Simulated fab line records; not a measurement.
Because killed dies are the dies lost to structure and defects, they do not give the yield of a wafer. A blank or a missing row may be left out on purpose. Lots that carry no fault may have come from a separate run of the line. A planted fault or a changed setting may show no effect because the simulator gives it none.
fab line records	flow sfq_line
[record] lots = 15	wafers = 45	last_day = 92
route steps=325 shown I0@44 I6@279 I7@307 M8@322
lots that met no fault: taken from a fault-free run of the same line
start_h: start of the lot's first displayed wafer, in hours after the record's first day	wait_h: hours elapsed since this lot's preceding step	" repeats the value in the row above	L1.1+2: several wafers, shown together as one row	- no value, or no start given	* or withheld: withheld	< > ~ a bound
route shown NAME@n: a module of which the file shows steps, and the number in the route of the first	usual: mean and standard deviation over wafers with no fault	same: alike in all rows	chamber/n: place in a boat	sites: the reading at each site	_std_site: the standard deviation of these	_edge_site: inner sites' mean taken away from outer sites' mean	radius_mm: for every site, how far away it sits from the centre of the wafer	mask NAME#n: copy n	behind: the tool/chamber that last shaped the wafer	hold: reason for holding the lot/hours on hold/outcome of the hold	device: the n, p or np transistor that did not switch	end of line: tests run on the same wafers once the route is complete	a step without rows: its recipe alone	killed: the dies lost at the first sort to structure and to defects; this is not the yield of the wafer	map: a wafer's dies, marking killed ones x, the rest . and places with no die _
set.NAME: the setting as run; set.NAME@STEP: as run at that earlier step	model.NAME: the simulator's own value behind a step, which no gauge read
route steps across a sampled set of lots; one table per step, one row per wafer
services: when a tool's chamber went out of use (start_h, in hours from the record's first day, below 0 if earlier), for how many hours, and the reason
[[steps]]
[step SFQ_TRILAYER_I0_CMP_CMP_028]
[recipe] material = SiO2	down_force_psi = 3	platen_rpm = 60	pad_velocity_m_s = 0.94248
[usual] motor_current_A = 10.1/1	platen_rpm = 60.00/0.035	slurry_flow_ml_min = 150.0/0.44	time_to_endpoint_s = 216/7.3
lot.wafer	tool	chamber	start_h	wait_h	motor_current_A	platen_rpm	slurry_flow_ml_min	time_to_endpoint_s
L410.2	cmp-01	2	138.60	5.5	10.2	60.02	150.4	216
L410.6	"	1	140.10	6.9	11.0	59.99	149.6	224
L410.5	"	2	"	"	9.8	59.95	150.4	211
L411.4	cmp-02	3	141.99	6.0	10.7	59.95	149.6	218
L411.1	"	1	142.99	7.0	9.7	60.04	150.0	213
L411.5	"	0	144.49	8.5	10.7	60.07	150.3	224
L412.3	cmp-02	2	148.49	7.7	8.3	60.02	149.4	217
L412.4	"	0	149.49	8.7	10.4	60.01	149.9	222
L412.6	"	1	"	"	10.0	60.04	149.8	208
L413.4	cmp-02	2	150.99	9.0	8.0	59.95	149.5	213
L413.5	"	2	152.99	11.0	8.0	60.02	149.2	220
L413.6	"	3	"	"	11.6	60.05	149.5	213
L414.4	cmp-01	0	155.16	9.6	9.3	60.03	149.7	224
L414.6	"	0	157.16	11.6	10.1	60.03	149.6	219
L414.5	"	1	"	"	11.3	60.00	149.6	225
L415.2	cmp-01	3	161.16	12.0	10.3	60.01	150.1	212
L415.1	"	0	"	"	9.7	59.99	150.0	219
L415.4	"	2	162.66	13.5	10.3	60.03	150.0	213
L416.2	cmp-02	2	167.47	14.7	8.3	59.99	150.0	199
L416.3	"	3	"	"	10.8	60.00	150.1	199
L416.6	"	1	168.97	16.2	9.8	59.98	150.1	203
L418.3	cmp-01	2	185.16	20.6	9.6	59.96	150.2	222
L418.2	"	1	186.66	22.1	11.9	60.05	150.0	223
L418.6	"	2	"	"	9.8	60.00	150.0	230
L419.1	cmp-01	3	188.16	20.0	10.0	59.99	150.0	219
L419.4	"	2	189.66	21.5	9.8	60.05	149.9	233
L419.6	"	0	190.66	22.5	9.1	59.90	150.7	230
L420.3	cmp-01	2	191.16	18.0	9.7	59.99	149.7	226
L420.1	"	3	"	"	10.7	60.04	149.8	226
L420.4	"	0	"	"	9.4	59.94	151.0	239
L422.4	cmp-01	3	200.16	15.0	9.9	60.00	150.3	225
L422.3	"	2	201.66	16.5	10.4	60.00	150.0	226
L422.5	"	3	"	"	10.6	60.00	150.8	224
L429.3	cmp-02	2	238.32	10.9	7.7	60.06	149.2	207
L429.1	"	1	239.82	12.4	9.8	59.99	150.4	213
L429.5	"	3	240.82	13.3	11.3	59.93	150.7	211
L430.4	cmp-02	1	247.32	9.0	9.6	60.00	150.1	214
L430.2	"	3	248.32	10.1	11.3	60.05	150.3	204
L430.6	"	2	249.82	11.5	8.2	60.02	149.6	212
L431.3	cmp-02	0	253.82	8.4	10.9	60.02	150.6	216
L431.4	"	2	254.82	9.3	7.7	59.97	149.7	209
L431.5	"	0	255.82	10.3	10.7	59.96	150.8	219
L432.2	cmp-01	1	260.16	8.0	11.6	60.02	149.5	223
L432.3	"	2	"	"	10.3	60.06	150.0	215
L432.5	"	2	262.66	10.4	9.6	59.99	150.1	221
[step SFQ_TRILAYER_I0_METRO_MEASURE_029]
[usual] thk_nm = 200.0/0.99
lot.wafer	tool	chamber	start_h	wait_h	thk_nm
L410.2	film_metro-03	-	141.42	0.3	198.9
L410.5	"	-	"	"	198.9
L410.6	"	-	"	"	200.5
L411.1	film_metro-02	-	145.11	0.1	200.1
L411.4	"	-	"	"	199.6
L411.5	"	-	"	"	200.5
L412.3	film_metro-02	-	151.51	0.5	200.7
L412.4	"	-	"	"	199.9
L412.6	"	-	"	"	200.1
L413.4	film_metro-02	-	154.71	0.6	201.0
L413.5	"	-	"	"	201.9
L413.6	"	-	"	"	198.8
L414.4	film_metro-04	-	158.88	0.6	201.8
L414.5	"	-	"	"	200.7
L414.6	"	-	"	"	200.5
L415.1	film_metro-04	-	164.28	0.1	201.2
L415.2	"	-	"	"	199.9
L415.4	"	-	"	"	199.3
L416.2	film_metro-04	-	169.79	0.3	199.7
L416.3	"	-	"	"	198.1
L416.6	"	-	"	"	199.4
L418.2	film_metro-02	-	188.48	0.3	200.7
L418.3	"	-	"	"	200.5
L418.6	"	-	"	"	199.6
L419.1	film_metro-03	-	191.28	0.1	185.1
L419.4	"	-	"	"	185.2
L419.6	"	-	"	"	186.6
L420.1	film_metro-02	-	194.28	0.1	184.5
L420.3	"	-	"	"	185.4
L420.4	"	-	"	"	185.5
L422.3	film_metro-03	-	203.68	0.5	186.0
L422.4	"	-	"	"	186.0
L422.5	"	-	"	"	185.3
L429.1	film_metro-02	-	241.44	0.1	199.8
L429.3	"	-	"	"	200.6
L429.5	"	-	"	"	198.5
L430.2	film_metro-04	-	250.64	0.3	198.1
L430.4	"	-	"	"	199.0
L430.6	"	-	"	"	200.6
L431.3	film_metro-04	-	256.84	0.5	200.3
L431.4	"	-	"	"	200.6
L431.5	"	-	"	"	201.3
L432.2	film_metro-02	-	263.48	0.3	199.7
L432.3	"	-	"	"	200.3
L432.5	"	-	"	"	199.3
[step SFQ_TRILAYER_I0_VIA_ETCH_VIA_ETCH_034]
[recipe] target = SiO2	stop_on = Nb	mask_material = PR	taper_deg = 20	chemistry = CHF3	target_depth_nm = 260	source_w = 500	bias_w = 80	pressure_mtorr = 30	time_s = withheld
[usual] chamber_pressure_mTorr = 30.00/0.03	drypump_motor_current_A = 5.9/0.43	oes_product_au = 0.855/0.0051
lot.wafer	tool	chamber	start_h	wait_h	chamber_pressure_mTorr	drypump_motor_current_A	oes_product_au
L410.2	rie_diel-02	3	216.91	0.0	29.97	5.6	0.852
L410.5	"	2	"	"	29.96	6.1	0.848
L410.6	"	1	"	"	29.99	5.6	0.861
L411.1	rie_diel-03	1	220.51	0.0	29.99	6.5	0.851
L411.4	"	3	"	"	29.95	5.6	0.853
L411.5	"	1	"	"	29.99	6.5	0.852
L412.3	rie_diel-01	3	224.11	0.0	30.02	6.7	0.864
L412.4	"	2	"	"	30.03	5.9	0.855
L412.6	"	2	"	"	30.01	5.9	0.848
L413.4	rie_diel-01	3	227.71	0.0	30.01	6.6	0.862
L413.5	"	3	"	"	30.06	6.6	0.861
L413.6	"	0	"	"	30.01	5.6	0.851
L414.4	rie_diel-03	2	234.16	0.0	29.98	5.9	0.851
L414.5	"	2	"	"	30.00	5.9	0.857
L414.6	"	1	"	"	30.02	6.5	0.860
L415.1	rie_diel-02	2	241.36	0.0	30.00	6.1	0.860
L415.2	"	3	"	"	29.99	5.6	0.861
L415.4	"	1	"	"	30.03	5.6	0.855
L416.2	rie_diel-01	1	246.16	0.0	30.03	5.4	0.851
L416.3	"	2	"	"	30.00	5.9	0.850
L416.6	"	2	"	"	30.01	5.9	0.855
L418.2	rie_diel-02	2	260.56	0.0	30.06	6.1	0.856
L418.3	"	0	"	"	29.99	5.6	0.853
L418.6	"	1	"	"	29.91	5.6	0.852
L419.1	rie_diel-01	0	264.16	0.0	30.01	5.6	0.826
L419.4	"	2	"	"	30.03	5.9	0.821
L419.6	"	2	"	"	30.03	5.9	0.830
L420.1	rie_diel-03	3	269.71	0.0	30.00	5.6	0.820
L420.3	"	0	"	"	30.00	5.3	0.816
L420.4	"	2	"	"	30.02	5.9	0.818
L422.3	rie_diel-02	3	280.51	0.0	30.05	5.6	0.825
L422.4	"	2	"	"	29.99	6.0	0.824
L422.5	"	2	"	"	30.00	6.1	0.818
L429.1	rie_diel-02	3	328.51	0.0	29.97	5.6	0.856
L429.3	"	0	"	"	29.99	5.6	0.854
L429.5	"	3	"	"	29.97	5.6	0.847
L430.2	rie_diel-01	0	338.11	0.0	30.00	5.6	0.844
L430.4	"	2	"	"	29.99	5.9	0.859
L430.6	"	0	"	"	30.06	5.6	0.858
L431.3	rie_diel-01	1	346.61	0.0	29.98	5.4	0.861
L431.4	"	3	"	"	30.06	6.7	0.857
L431.5	"	3	"	"	30.01	6.7	0.858
L432.2	rie_diel-01	2	354.81	0.0	30.00	5.9	0.855
L432.3	"	1	"	"	29.96	5.4	0.854
L432.5	"	1	"	"	29.94	5.4	0.849
[step SFQ_TRILAYER_I6_VIA_STRIP_STRIP_173]
[recipe] gas = O2	power_w = 200	platen_temp_c = 40	overash_fraction = 0.65	chemistry = O2	pressure_mtorr = 50
[usual] chamber_pressure_mTorr = 50.00/0.052	drypump_motor_current_A = 5.9/0.31	he_backside_leak_sccm = 3.5/0.32	oes_product_au = 0.997/0.011
lot.wafer	tool	chamber	start_h	wait_h	chamber_pressure_mTorr	drypump_motor_current_A	he_backside_leak_sccm	oes_product_au	rf_hours_counter_h
L410.2	rie_metal-04	0	1797.76	-	50.05	5.7	3.2	0.994	80
L410.5	"	0	"	"	50.06	5.7	3.3	0.978	-
L410.6	"	1	"	"	50.04	6.2	3.6	1.003	-
L411.1	rie_metal-03	0	1802.77	-	50.02	5.9	3.8	1.008	92
L411.4	"	1	"	"	49.99	5.7	3.6	0.995	-
L411.5	"	0	"	"	49.98	5.9	3.8	0.996	-
L412.3	rie_metal-03	1	1808.73	-	49.87	5.7	3.6	0.995	-
L412.4	"	0	"	"	50.10	5.9	3.9	0.995	-
L412.6	"	1	"	"	49.99	5.7	3.8	0.989	-
L413.4	rie_metal-02	0	1811.41	-	49.94	5.5	3.4	0.978	-
L413.5	"	1	"	"	50.01	6.3	3.4	1.014	-
L413.6	"	0	"	"	49.93	5.5	3.4	0.991	-
L414.4	rie_metal-03	1	1816.21	-	50.05	5.7	3.9	1.004	-
L414.5	"	1	"	"	49.98	5.7	3.6	0.995	-
L414.6	"	0	"	"	50.00	5.9	3.9	1.009	-
L415.1	rie_metal-02	1	1818.41	-	49.96	6.3	3.4	1.003	88
L415.2	"	0	"	"	49.99	5.5	3.2	0.979	44
L415.4	"	1	"	"	50.10	6.3	3.5	1.004	-
L416.2	rie_metal-04	0	1819.61	-	50.03	5.8	3.2	0.987	81
L416.3	"	1	"	"	50.00	6.2	3.4	0.996	-
L416.6	"	1	"	"	49.99	6.2	3.4	1.002	-
L418.2	rie_metal-03	1	1915.56	-	49.99	5.8	3.4	0.989	75
L418.3	"	1	"	"	50.04	5.7	3.5	1.001	-
L418.6	"	0	"	"	49.93	5.9	3.8	1.001	-
L419.1	rie_metal-02	0	1919.16	-	50.12	5.5	3.6	0.978	57
L419.4	"	1	"	"	49.97	6.3	3.5	1.005	-
L419.6	"	0	"	"	50.01	5.5	3.5	0.982	-
L420.1	rie_metal-02	0	1923.96	-	49.94	5.5	3.3	0.972	58
L420.3	"	1	"	"	50.00	6.3	3.7	0.999	-
L420.4	"	0	"	"	49.97	5.4	3.5	0.968	-
L422.3	rie_metal-02	1	1937.61	-	50.08	6.3	3.5	1.008	-
L422.4	"	0	"	"	50.08	5.5	3.4	0.987	-
L422.5	"	1	"	"	49.92	6.3	3.4	1.004	-
L429.1	rie_metal-04	0	2023.41	-	50.00	5.8	3.3	0.993	106
L429.3	"	1	"	"	50.10	6.2	3.4	0.989	-
L429.5	"	0	"	"	50.06	5.8	3.4	0.988	-
L430.2	rie_metal-04	0	2033.01	-	50.03	5.8	3.2	1.004	107
L430.4	"	0	"	"	49.99	5.7	3.3	0.999	-
L430.6	"	1	"	"	49.90	6.2	3.5	0.995	-
L431.3	rie_metal-02	0	2036.81	-	50.03	5.5	3.5	0.973	-
L431.4	"	1	"	"	49.94	6.3	3.7	0.996	-
L431.5	"	1	"	"	50.05	6.3	3.7	0.996	-
L432.2	rie_metal-04	1	2046.43	-	49.87	6.2	3.4	1.010	74
L432.3	"	0	"	"	50.05	5.8	3.5	1.013	-
L432.5	"	1	"	"	50.02	6.2	3.4	1.009	-
[step SFQ_TRILAYER_I7_VIA_BARC_OPEN_VIA_ETCH_260]
[recipe] mask_material = PR	chemistry = O2	target_depth_nm = 125	target = BARC	source_w = 500	bias_w = 80	pressure_mtorr = 30	time_s = 41.7
[usual] chamber_pressure_mTorr = 30.002/0.027	drypump_motor_current_A = 5.8/0.43	oes_product_au = 0.685/0.005
lot.wafer	tool	chamber	start_h	wait_h	chamber_pressure_mTorr	drypump_motor_current_A	oes_product_au	rf_hours_counter_h
L410.2	rie_diel-01	2	1903.40	0.0	29.972	5.9	0.691	18
L410.5	"	2	"	"	30.032	5.9	0.686	-
L410.6	"	3	"	"	30.011	6.6	0.683	-
L411.1	rie_diel-03	2	1909.40	0.0	29.972	5.9	0.681	5
L411.4	"	3	"	"	30.005	5.6	0.685	17
L411.5	"	0	"	"	30.026	5.3	0.680	-
L412.3	rie_diel-01	3	1914.20	0.0	29.981	6.7	0.685	0
L412.4	"	1	"	"	30.043	5.4	0.683	1
L412.6	"	2	"	"	29.949	5.9	0.684	-
L413.4	rie_diel-02	2	1931.13	0.0	29.971	6.1	0.682	16
L413.5	"	3	"	"	29.939	5.6	0.686	-
L413.6	"	0	"	"	29.970	5.6	0.685	-
L414.4	rie_diel-03	0	1938.47	0.0	29.975	5.3	0.688	-
L414.5	"	1	"	"	30.014	6.5	0.684	-
L414.6	"	2	"	"	30.002	5.9	0.693	-
L415.1	rie_diel-02	2	1943.25	0.0	29.999	6.1	0.690	16
L415.2	"	3	"	"	30.002	5.6	0.687	8
L415.4	"	0	"	"	29.991	5.6	0.678	8
L416.2	rie_diel-03	1	1945.65	0.0	30.031	6.5	0.693	3
L416.3	"	3	"	"	29.954	5.6	0.686	0
L416.6	"	1	"	"	30.029	6.5	0.687	-
L418.2	rie_diel-01	1	2017.78	0.0	29.993	5.4	0.684	3
L418.3	"	0	"	"	29.985	5.6	0.695	4
L418.6	"	2	"	"	30.007	5.9	0.687	-
L419.1	rie_diel-03	3	2026.86	0.0	30.012	5.6	0.698	1
L419.4	"	0	"	"	29.961	5.4	0.690	-
L419.6	"	2	"	"	30.022	5.9	0.681	-
L420.1	rie_diel-02	2	2043.46	0.0	29.960	6.0	0.693	18
L420.3	"	1	"	"	30.009	5.5	0.688	18
L420.4	"	3	"	"	29.970	5.6	0.683	10
L422.3	rie_diel-01	0	2045.86	0.0	30.033	5.6	0.685	4
L422.4	"	3	"	"	30.031	6.7	0.686	3
L422.5	"	0	"	"	30.002	5.6	0.686	-
L429.1	rie_diel-01	1	2183.58	0.0	30.000	5.4	0.689	5
L429.3	"	3	"	"	30.033	6.7	0.690	5
L429.5	"	2	"	"	29.921	5.9	0.685	-
L430.2	rie_diel-03	2	2187.18	0.0	30.015	5.9	0.688	10
L430.4	"	0	"	"	30.011	5.3	0.688	8
L430.6	"	3	"	"	29.972	5.6	0.691	-
L431.3	rie_diel-01	2	2191.98	0.0	30.014	5.9	0.692	4
L431.4	"	1	"	"	29.982	5.4	0.688	6
L431.5	"	3	"	"	30.059	6.7	0.687	-
L432.2	rie_diel-03	2	2199.18	0.0	30.014	5.9	0.682	10
L432.3	"	0	"	"	30.028	5.3	0.679	8
L432.5	"	2	"	"	30.014	5.9	0.687	-
[step SFQ_M8_RS_MEAS_949]
[recipe] thk_meas_gauge = four-point-probe	reads = Au_of_TRILAYER_M8_DEP_EVAP_196+Pt_of_TRILAYER_M8_DEP_EVAP_198+Ti_of_TRILAYER_M8_DEP_EVAP_197
[usual] M8_AU_RS = 0.1535/0.0016
lot.wafer	tool	chamber	start_h	wait_h	M8_AU_RS[ohm/sq]
L410.2	film_metro-03	-	1907.92	0.3	0.1542
L410.5	"	-	"	"	0.1529
L410.6	"	-	"	"	0.1558
L411.1	film_metro-04	-	1913.90	0.3	0.1545
L411.4	"	-	"	"	0.1521
L411.5	"	-	"	"	0.1528
L412.3	film_metro-02	-	1918.74	0.3	0.1515
L412.4	"	-	"	"	0.1540
L412.6	"	-	"	"	0.1545
L413.4	film_metro-02	-	1938.25	0.3	0.1545
L413.5	"	-	"	"	0.1557
L413.6	"	-	"	"	0.1555
L414.4	film_metro-02	-	1943.61	0.3	0.1531
L414.5	"	-	"	"	0.1508
L414.6	"	-	"	"	0.1531
L415.1	film_metro-03	-	1948.35	0.3	0.1527
L415.2	"	-	"	"	0.1538
L415.4	"	-	"	"	0.1520
L416.2	film_metro-04	-	1950.79	0.3	0.1536
L416.3	"	-	"	"	0.1517
L416.6	"	-	"	"	0.1548
L418.2	film_metro-04	-	2022.44	0.3	0.1512
L418.3	"	-	"	"	0.1495
L418.6	"	-	"	"	0.1505
L419.1	film_metro-04	-	2031.36	0.3	0.1556
L419.4	"	-	"	"	0.1562
L419.6	"	-	"	"	0.1554
L420.1	film_metro-02	-	2053.84	0.3	0.1539
L420.3	"	-	"	"	0.1515
L420.4	"	-	"	"	0.1526
L422.3	film_metro-04	-	2056.28	0.3	0.1554
L422.4	"	-	"	"	0.1507
L422.5	"	-	"	"	0.1514
L429.1	film_metro-04	-	2188.74	0.3	0.1520
L429.3	"	-	"	"	0.1540
L429.5	"	-	"	"	0.1557
L430.2	film_metro-04	-	2192.30	0.3	0.1544
L430.4	"	-	"	"	0.1548
L430.6	"	-	"	"	0.1550
L431.3	film_metro-04	-	2196.52	0.3	0.1519
L431.4	"	-	"	"	0.1561
L431.5	"	-	"	"	0.1546
L432.2	film_metro-04	-	2204.30	0.3	0.1523
L432.3	"	-	"	"	0.1524
L432.5	"	-	"	"	0.1523
[[services]]
tool	chamber	start_h	hours	kind
rie_diel-01	3	204.68	4.6	repair
rie_diel-01	3	288.69	1.3	repair
rie_diel-01	1	356.55	1.4	repair
rie_diel-01	2	373.12	24.5	repair
rie_diel-01	1	504.59	2.0	repair
rie_diel-01	-	520.56	0.5	repair
rie_diel-01	0	611.40	7.8	repair
rie_diel-01	3	658.28	3.1	repair
rie_diel-01	0	755.50	9.8	repair
rie_diel-01	-	845.60	2.8	pm
rie_diel-01	1	863.12	9.8	repair
rie_diel-01	1	911.05	9.5	repair
rie_diel-01	1	1116.41	9.3	repair
rie_diel-01	2	1121.71	2.2	repair
rie_diel-01	2	1289.25	14.8	repair
rie_diel-01	2	1319.23	8.5	repair
rie_diel-01	1	1345.90	3.4	repair
rie_diel-01	-	1440.12	0.9	repair
rie_diel-01	-	1477.69	0.2	repair
rie_diel-01	3	1483.35	2.8	repair
rie_diel-01	-	1658.96	14.6	pm
rie_diel-01	0	1677.31	4.0	repair
rie_diel-01	0	1883.17	6.2	repair
rie_diel-01	2	1888.82	1.4	repair
[[key]]
[first_sign] step = SFQ_TRILAYER_I0_CMP_CMP_028	reading = time_to_endpoint_s	direction = up	sigmas = 1.6	usual = *	struck = *
[effect] step = SFQ_TRILAYER_I0_METRO_MEASURE_029	reading = thk_nm	direction = down	sigmas = 15	usual = 200.0	struck = 185.5
[effect] step = SFQ_TRILAYER_I0_VIA_ETCH_VIA_ETCH_034	reading = oes_product_au	direction = down	sigmas = 6.4	usual = 0.855	struck = 0.822
met_at SFQ_TRILAYER_I0_CMP_CMP_028
struck_lots L419,L420,L422
not_acting_at SFQ_TRILAYER_I6_VIA_STRIP_STRIP_173,SFQ_TRILAYER_I7_VIA_BARC_OPEN_VIA_ETCH_260,SFQ_M8_RS_MEAS_949
[fault] kind = process_parameter_drift	tool = cmp-01	chamber = -	onset_h = 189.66	steps = SFQ_TRILAYER_I0_CMP_CMP_028	channel = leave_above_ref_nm	offset = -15	shape = step	end_h = 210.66	acts_in = these_recipes_only	stated = 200
